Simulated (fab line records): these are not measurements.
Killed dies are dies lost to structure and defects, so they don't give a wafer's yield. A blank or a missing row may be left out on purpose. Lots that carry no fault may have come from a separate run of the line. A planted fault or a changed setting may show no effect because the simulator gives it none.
A lot that was struck, set against a sound lot || flow gf180mcu || 16 out of 602 route steps
Sound: these wafers, L774.2, L774.3, L774.5. Struck: wafer L787.3 (left out: L787.5, L787.6 of the same lot, which were not struck); the cause appears at the end.
Per side, at each step with rows, come the tool, then ch with its chambers, and then its first start. Under that, the readings that differ: sound wafers || struck wafers || difference of the means || sigmas: that difference in standard deviations of wafers without a fault.
alike: readings whose means differ by less than 2 such deviations, and words and numbers that are the same on both sides. not compared: withheld readings, readings that some wafer has no value for, bounds like >300 that may hide the same value, and numbers for which the record gives no deviation and whose values overlap.
A row with sigmas, a row that says differs or no value, or rows on one side alone: a step with any of these is where the two part. Numbers that have no deviation but don't overlap get no sigmas and don't part them. Lack of a reading on every wafer of one side parts them only where that side has two or more wafers.

first, 6 steps without rows for these wafers: GF_M1_HMDS_08 (prime time 60 s); GF_M1_COAT_09 (resist thk 1000 nm); GF_M1_SOFTBAKE_10 (time 60 s); GF_M1_EXPOSE_11 (exposes mask Metal1, target cd 230 nm); GF_M1_PEB_12 (peb time 90 s); GF_M1_DEVELOP_13 (develop time 60 s).
GF_M1_CD_MEAS_14: the cd target is 230 nm.
  sound on cd_sem-02 at day 17 08:38; struck on cd_sem-01 at day 22 06:57
  alike: cd_nm
GF_M1_OVL_MEAS_15:
  sound on overlay-02 at day 17 08:45; struck on overlay-02 at day 22 07:02
  alike: M1_OVL
GF_M1_METAL_ETCH_16: etches the open film in Cl2/BCl3, stops on SiO2, target depth 627.5 nm, time 104.6 s.
  sound on rie_metal-04 ch 0,1, day 17 08:47; struck on rie_metal-02 ch 0, day 22 07:06
  alike: bcl3_flow_sccm, drypump_motor_current_A, oes_product_au, throttle_valve_pct
  not compared: rf_hours_counter_h
GF_M1_STRIP_17: strips in O2/N2.
  sound on plasma_asher-01 ch 0,1, day 17 08:53; struck on plasma_asher-04 ch 0, day 22 07:13
{"reading": "o2_flow_sccm (sccm)", "sound": "3002 3009 2979", "struck": 3019, "difference": "+22", "sigmas": "+2"}
  alike: drypump_motor_current_A, heater_power_w, n2_flow_sccm, oes_product_au, strip_time_to_endpoint_s
  not compared: rf_hours_counter_h
then, 2 steps without rows for these wafers: GF_M1_STRIP_18 (strips in post etch residue remover, time 1200 s); GF_M1_CLEAN_19 (cleans in DIW).
GF_V1_CVD_00: deposits SiO2, target thk 600 nm, time 100 s.
  sound on hdpcvd-02 ch 0,2, day 17 09:26; struck on hdpcvd-01 ch 2, day 22 07:43
{"reading": "sih4_flow_sccm (sccm)", "sound": "60.20 60.04 60.10", "struck": 72.06, "difference": "+11.95", "sigmas": "+66"}
{"reading": "model.SiO2_of_V1_CVD_00.thk_nm (nm)", "sound": "607.1 606.5 610.2", "struck": 732.9, "difference": "+125.0", "sigmas": ""}
  alike: susceptor_temp_C
GF_V1_THK_MEAS_01:
  sound on film_metro-02 at day 17 09:31; struck on film_metro-01 at day 22 07:48
{"reading": "V1_CVD_00_THK (nm)", "sound": "607 606 610", "struck": 733, "difference": "+125", "sigmas": "+22"}
GF_V1_CVD_02: deposits SiO2 from TEOS, target thk 850 nm, time 94.851 s.
  sound on pecvd-03 ch 0,1,2, day 17 09:34; struck on pecvd-02 ch 2, day 22 07:50
  alike: heater_power_w, susceptor_temp_C
following that, these wafers have no rows for 1 step: GF_PASSIVATION_PROBE_99.

WHERE THEY PART
First at GF_M1_STRIP_17; last, within this record, at GF_V1_THK_MEAS_01. Later steps at which nothing parts them and some readings are alike: GF_V1_CVD_02.

WHY: what had been put in by the simulator
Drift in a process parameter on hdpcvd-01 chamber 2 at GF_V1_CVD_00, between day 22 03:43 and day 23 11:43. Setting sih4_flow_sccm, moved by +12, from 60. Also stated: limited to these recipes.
